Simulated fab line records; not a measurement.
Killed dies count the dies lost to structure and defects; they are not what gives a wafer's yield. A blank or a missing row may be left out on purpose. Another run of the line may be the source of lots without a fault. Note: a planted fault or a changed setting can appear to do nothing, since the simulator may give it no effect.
Matching of chambers + flow sky130 + 4 sister chambers for SKY_VIA1_ETCH_15 on rie_diel-03
The step etches SiO2 in C4F8/O2/Ar, stops on TiN, target depth 351 nm, time 54 s. 8 wafers are shown with their chamber, then 12 later ones without.

## WAFERS, EACH WITH ITS CHAMBER
| wafer  | chamber | oes_product_au (a.u.) | chamber_pressure_mTorr (mTorr) |
|--------|---------|-----------------------|--------------------------------|
| L078.2 | 0       | 0.983                 | 40.04                          |
| L080.2 | 0       | 0.987                 | 39.97                          |
| L087.1 | 3       | 0.989                 | 39.98                          |
| L087.3 | 1       | 0.992                 | 40.05                          |
| L087.4 | 2       | 0.987                 | 40.01                          |
| L088.1 | 1       | 0.976                 | 39.95                          |
| L088.2 | 2       | 0.977                 | 39.97                          |
| L088.3 | 3       | 0.985                 | 40.03                          |

## WAFERS WITHOUT THEIR CHAMBER
| wafer  | oes_product_au (a.u.) | chamber_pressure_mTorr (mTorr) |
|--------|-----------------------|--------------------------------|
| L090.3 | 0.990                 | 39.97                          |
| L090.5 | 0.984                 | 40.05                          |
| L090.6 | 0.987                 | 40.06                          |
| L093.1 | 0.985                 | 40.06                          |
| L093.3 | 0.990                 | 40.05                          |
| L093.4 | 0.980                 | 40.03                          |
| L094.1 | 0.988                 | 39.99                          |
| L094.3 | 0.980                 | 40.01                          |
| L094.6 | 0.982                 | 40.02                          |
| L096.2 | 0.982                 | 40.00                          |
| L096.3 | 0.980                 | 39.90                          |
| L096.6 | 0.982                 | 40.00                          |

## EACH ONE'S CHAMBER
| wafer  | from the rows above               | in truth |
|--------|-----------------------------------|----------|
| L090.3 | can't be placed: 3 or 0 or 1 or 2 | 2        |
| L090.5 | can't be placed: 0 or 3 or 1 or 2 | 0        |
| L090.6 | can't be placed: 3 or 0 or 1 or 2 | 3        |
| L093.1 | can't be placed: 0 or 3 or 1 or 2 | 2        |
| L093.3 | can't be placed: 3 or 0 or 1 or 2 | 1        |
| L093.4 | can't be placed: 1 or 2 or 0 or 3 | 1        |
| L094.1 | can't be placed: 3 or 0 or 1 or 2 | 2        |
| L094.3 | can't be placed: 2 or 1 or 0 or 3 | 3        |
| L094.6 | can't be placed: 1 or 0 or 2 or 3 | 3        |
| L096.2 | can't be placed: 2 or 1 or 0 or 3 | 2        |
| L096.3 | can't be placed: 2 or 1 or 0 or 3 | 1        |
| L096.6 | can't be placed: 2 or 1 or 0 or 3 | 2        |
0 of 12 placed correctly. Can't be placed from these rows: 12 (the true chamber is among the candidates in 12). Number placed wrongly: 0.
How it was worked out, from the rows above alone: a wafer's distance from a chamber is the root of the sum, over the readings, of the square of ((its reading less the chamber's mean) divided by the reading's scatter). The wafer belongs to the nearest chamber; if the next one is less than 2 further off, it can't be placed. A chamber's mean is the mean of its shown wafers. How the scatter is found: for the shown wafers, subtract from each reading the mean of its chamber, square and add these, divide the total by (wafers less chambers), then take the root.
